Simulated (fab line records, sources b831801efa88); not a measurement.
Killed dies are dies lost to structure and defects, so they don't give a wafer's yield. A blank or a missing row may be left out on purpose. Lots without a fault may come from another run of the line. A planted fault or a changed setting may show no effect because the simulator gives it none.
A struck lot beside a sound one | flow sky130 | 14 steps out of a route of 708
Sound: wafers L557.1, L557.4, L557.6. Struck: wafer L540.6. (L540.2, L540.3 of the same lot were not struck and are left out.) The cause comes at the end.
At each step with rows: each side's tool, then ch and its chambers, then its first start. Under that, the readings that differ: sound wafers | struck wafers | difference of the means | sigmas: that difference in standard deviations of wafers without a fault.
alike: readings whose means differ by less than 2 such deviations, and words and numbers that are the same on both sides. not compared: withheld readings, readings that some wafer has no value for, bounds like >300 that may hide the same value, and numbers for which the record gives no deviation and whose values overlap.
The two part at a step that has a row with sigmas, a row that says differs or no value, or rows on one side only. Numbers that don't overlap but have no deviation are shown without sigmas and don't part them. A reading that every wafer of one side lacks parts them only if that side has two wafers or more.

SKY_VIA2_CD_MEAS_12: target cd 200 nm.
  sound on cd_sem-01, day 42 17:24; struck on cd_sem-02, day 38 01:01
  alike: cd_nm
SKY_VIA2_OVL_MEAS_13:
  sound on overlay-01, day 42 17:31; struck on overlay-01, day 38 01:08
  alike: VIA2_OVL
SKY_VIA2_ETCH_14: etches BARC in N2/H2, stops on SiO2, time 45.9 s, target depth 60 nm.
  sound on rie_diel-03 ch 0,2, day 42 17:33; struck on rie_diel-02 ch 1, day 38 01:10
  alike: drypump_motor_current_A, oes_product_au, throttle_valve_pct
  not compared: rf_hours_counter_h
then, 1 step without rows for these wafers: SKY_VIA2_ETCH_15 (etches SiO2 in C4F8/O2/Ar, stops on TiN, target depth 546 nm, time 84 s).
SKY_VIA2_STRIP_16: strips in O2/N2.
  sound on plasma_asher-02 ch 1, day 42 17:40; struck on plasma_asher-01 ch 1, day 38 01:16
  reading                      | sound          | struck | difference | sigmas
  strip_time_to_endpoint_s (s) | 4.03 4.02 4.02 | 4.09   | +0.07      | +2
  alike: drypump_motor_current_A, o2_flow_sccm, oes_product_au
  not compared: rf_hours_counter_h
then, 3 steps without rows for these wafers: SKY_VIA2_STRIP_17 (strips in post etch residue remover, time 1200 s); SKY_VIA2_CLEAN_18 (cleans in IPA, time 180 s); SKY_VIA2_CLEAN_19 (cleans in O3/DIW).
SKY_VIA2_SPUTTER_20: material TiN, target thk 20 nm, time 80 s.
  sound on pvd_sputter-02, day 42 18:17; struck on pvd_sputter-03, day 38 02:00
  alike: cathode_dc_power_W, throttle_valve_pct
SKY_VIA2_CVD_21: deposits W, target thk 420 nm, time 126.4 s.
  sound on cvd_w-02 ch 1, day 42 18:21; struck on cvd_w-01 ch 0, day 38 02:04
  alike: heater_power_w
SKY_VIA2_RS_MEAS_22: measures by four-point-probe.
  sound on film_metro-02, day 42 18:37; struck on film_metro-02, day 38 02:13
  alike: VIA2_W_RS
SKY_VIA2_THK_MEAS_23: measures by xrf.
  sound on film_metro-02, day 42 18:44; struck on film_metro-02, day 38 02:19
  alike: VIA2_W_THK
SKY_VIA2_CMP_24: polishes, stops on SiO2, t overpolish 20 s, target thk 0 nm.
  sound on cmp-02 ch 1,2, day 42 18:48; struck on cmp-01 ch 0, day 38 02:30
  reading                | sound                | struck | difference | sigmas
  overpolish_run_s (s)   | 20.000 20.008 19.991 | 0.034  | -19.966    | -99 or more
  time_to_endpoint_s (s) | 105 103 103          | 159    | +55        | +14
  alike: motor_current_A
SKY_METAL3_SPUTTER_00: material Ti, target thk 15 nm, time 10 s.
  the record has rows for the sound wafers here (pvd_sputter-04, day 42 19:06) and none for the struck ones

WHERE THEY PART
First at SKY_VIA2_STRIP_16; last, within this record, at SKY_METAL3_SPUTTER_00.

WHY: what the simulator had put in
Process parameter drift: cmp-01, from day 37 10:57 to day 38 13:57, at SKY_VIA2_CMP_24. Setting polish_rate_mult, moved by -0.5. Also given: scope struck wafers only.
